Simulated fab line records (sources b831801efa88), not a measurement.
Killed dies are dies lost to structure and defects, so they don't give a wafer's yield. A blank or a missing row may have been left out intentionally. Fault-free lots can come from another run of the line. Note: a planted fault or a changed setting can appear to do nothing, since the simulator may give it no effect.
Problem report in the 8D (eight disciplines) form, filled by code / flow sky130 / the parts of the form that need people (team, actions taken, sign-off) are left out

== 1. WHAT IS WRONG ==
LI_CONTACT_HDPCVD_THK at SKY_LI_CONTACT_THK_MEAS_01 reads a mean of 1090 nm on 4 wafers of 2 lots; wafers without a fault read 928 nm with a standard deviation of 8. That is +20 standard deviations from the usual mean.
First seen on wafer L398.2, day 32 04:14, on film metro-01. At this step, 33 wafers from 11 lots have a number in the record. Rule for "out" (also "out of limits"): further than 4 standard deviations from the usual mean. The rest of the wafers with a number are treated as sound.

== 2. WHAT IT IS, WHAT IT ISN'T ==
question=which readings at this step | is=LI_CONTACT_HDPCVD_THK | is not=-
question=which lots | is=L398, L399 | is not=L388, L389, L391, L395, L401, L402, L405, L406, L408
question=which wafers of those lots | is=L398.2, L398.6, L399.2, L399.4 | is not=L398.3, L399.5
question=read on which gauges | is=film metro-01, film metro-02 | is not=film metro-03
question=when | is=from day 32 04:14 | is not=up to then (13 sound wafers); but 16 sound wafers of L399, L401, L402, L405, L406, L408 came after

== 3. WHAT RULES OUT EACH SUSPECT ==
Counting: any tool at a process step up to the reading remains a suspect provided it ran every lot that is out. Sound lots after the first of them don't rule it out here, since some wafers of a struck lot are sound.
- ruled out: the gauge at SKY_LI_CONTACT_THK_MEAS_01. 2 gauges (film metro-01, film metro-02) read the wafers that are out.
- plasma asher-02 at SKY_LDD_LDN_STRIP_12 (strips in O2/N2): kept. It ran every lot that is out, first L398 (day 27 06:18).
- hdpcvd-02 at SKY_LI_CONTACT_HDPCVD_00 (deposits PSG, target thk 930 nm, time 155 s): kept. It processed each lot that is out (first: L398, day 32 04:07); up to then, its last sound lot is L391 (day 29 19:49). Its own run length s readings are out on those wafers.
What counting leaves: plasma asher-02 at SKY_LDD_LDN_STRIP_12 and hdpcvd-02 at SKY_LI_CONTACT_HDPCVD_00.

== 4. THE CAUSE (what the simulator had put in) ==
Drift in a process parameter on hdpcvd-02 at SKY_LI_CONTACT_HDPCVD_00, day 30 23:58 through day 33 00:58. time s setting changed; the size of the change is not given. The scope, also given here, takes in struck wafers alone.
Counting left 2 suspects, and this tool is among them.

== 5. SEQUENCE OF EFFECTS, ordered by route ==
Each row: a reading where the mean over the struck wafers with a number is more than 3 standard deviations away from the usual. Scope: only readings with a usual standard deviation given in the record; hours: median across lots of the time from each lot's start at the first step in this table that gives one to its start at this step; sigmas: change in usual standard deviations.
hours=0; step=SKY_LI_CONTACT_HDPCVD_00; reading=run length s; usual=182.9 s; on struck wafers=210.0; change=+27.1; sigmas=+43
hours=0; step=SKY_LI_CONTACT_THK_MEAS_01; reading=LI_CONTACT_HDPCVD_THK; usual=928 nm; on struck wafers=1090; change=+162; sigmas=+20
hours=4; step=SKY_LI_CONTACT_CMP_02; reading=time to endpoint s; usual=32.0 s; on struck wafers=48.9; change=+16.9; sigmas=+7.0
Process steps it contains:
- SKY_LI_CONTACT_HDPCVD_00: deposits PSG, target thk 930 nm, time 155 s.
- SKY_LI_CONTACT_CMP_02: polishes PSG.
Later measuring or inspecting steps at which every struck wafer that the step has a row for has a number for every such reading, and none has moved that far: SKY_LI_CONTACT_THK_MEAS_23.

== 6. HOW IT WOULD HAVE BEEN CAUGHT EARLIER ==
28 hours passed between the start of the fault at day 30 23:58 and the first reading out of limits at a measuring or inspecting step in this record, taken at day 32 04:14.
The tool's own readings at SKY_LI_CONTACT_HDPCVD_00 were out on every struck wafer that the step has a row for (run length s): an alarm limit on them would have fired on the first of those.
Among the 2 lots that are out, L399 began SKY_LI_CONTACT_HDPCVD_00 on hdpcvd-02 after day 32 04:14. A tool hold placed at that time would have kept it from harm.
